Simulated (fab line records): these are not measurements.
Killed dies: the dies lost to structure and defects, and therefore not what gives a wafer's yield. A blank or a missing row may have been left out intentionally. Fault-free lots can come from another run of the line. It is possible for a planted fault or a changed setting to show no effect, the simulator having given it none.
8D (eight disciplines) problem report, filled in by code | flow sky130 | the parts of the form that need people (team, actions taken, sign-off) are left out

1. THE ISSUE
Mean of run_length_s at SKY_CONTACT_SOFTBAKE_10: 110.86 s across 6 wafers in 2 lots; on wafers with no fault it is 119.21 s (standard deviation 0.18). That puts it -46 standard deviations away from the usual mean.
The step: time 90 s.
First seen on wafer L525.2, day 37 04:00, on litho_track-01. The record holds 39 wafers of 13 lots with a number at this step. By rule, "out" or "out of limits" means more than 4 standard deviations away from the usual mean. Any other wafer with a number is counted as sound.

2. WHAT IT IS; WHAT IT IS NOT
question                    | is                                 | is not
which readings at this step | run_length_s, heater_power_total_W | -
which lots                  | L525, L526                         | L507, L508, L509, L510, L512, L513, L515, L516, L517, L518, L523
which wafers of those lots  | all that have a number             | -
read on which tools         | litho_track-01                     | litho_track-03, litho_track-04
when                        | from day 37 04:00                  | up to then (33 sound wafers)

3. WHAT RULES OUT EACH SUSPECT
Counting: a tool at any process step up to the reading remains a suspect when it ran all the lots that are out and ran no sound lot after the first of those.
- cmp-02 at SKY_CONTACT_CMP_04 (polishes SiO2): kept. All lots that are out passed through it, beginning with L525 at day 36 15:24, and no sound lot followed; its final sound lot before that point was L523 at day 35 15:56.
- litho_track-01 at SKY_CONTACT_SOFTBAKE_10 (time 90 s): kept. All lots that are out passed through it, beginning with L525 at day 37 04:00, and no sound lot followed; its final sound lot before that point was L523 at day 36 05:00. Out on those wafers are its own readings of heater_power_total_W, run_length_s.
Left after counting: cmp-02 at SKY_CONTACT_CMP_04, litho_track-01 at SKY_CONTACT_SOFTBAKE_10.

4. THE CAUSE (what the simulator had put in)
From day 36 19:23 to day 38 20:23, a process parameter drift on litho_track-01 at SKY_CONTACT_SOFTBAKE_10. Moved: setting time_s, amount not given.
Counting leaves 2 suspects; this tool is one of them.

5. THE CHAIN OF EFFECTS, in route order
Each row: a reading whose mean over the struck wafers that have a number lies more than 3 standard deviations from the usual. Scope: only readings with a usual standard deviation given in the record; hours: median across lots of the time from each lot's start at the first step in this table that gives one to its start at this step; sigmas: change in usual standard deviations.
hours | step                    | reading              | usual    | on struck wafers | change | sigmas
0     | SKY_CONTACT_SOFTBAKE_10 | heater_power_total_W | 57.35 W  | 59.15            | +1.80  | +16
0     | SKY_CONTACT_SOFTBAKE_10 | run_length_s         | 119.21 s | 110.86           | -8.35  | -46
Its process steps:
- SKY_CONTACT_SOFTBAKE_10: time 90 s.

6. HOW IT WOULD HAVE BEEN CAUGHT EARLIER
9 hours passed between the start of the fault at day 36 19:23 and the first reading out of limits in this record, taken at day 37 04:00.
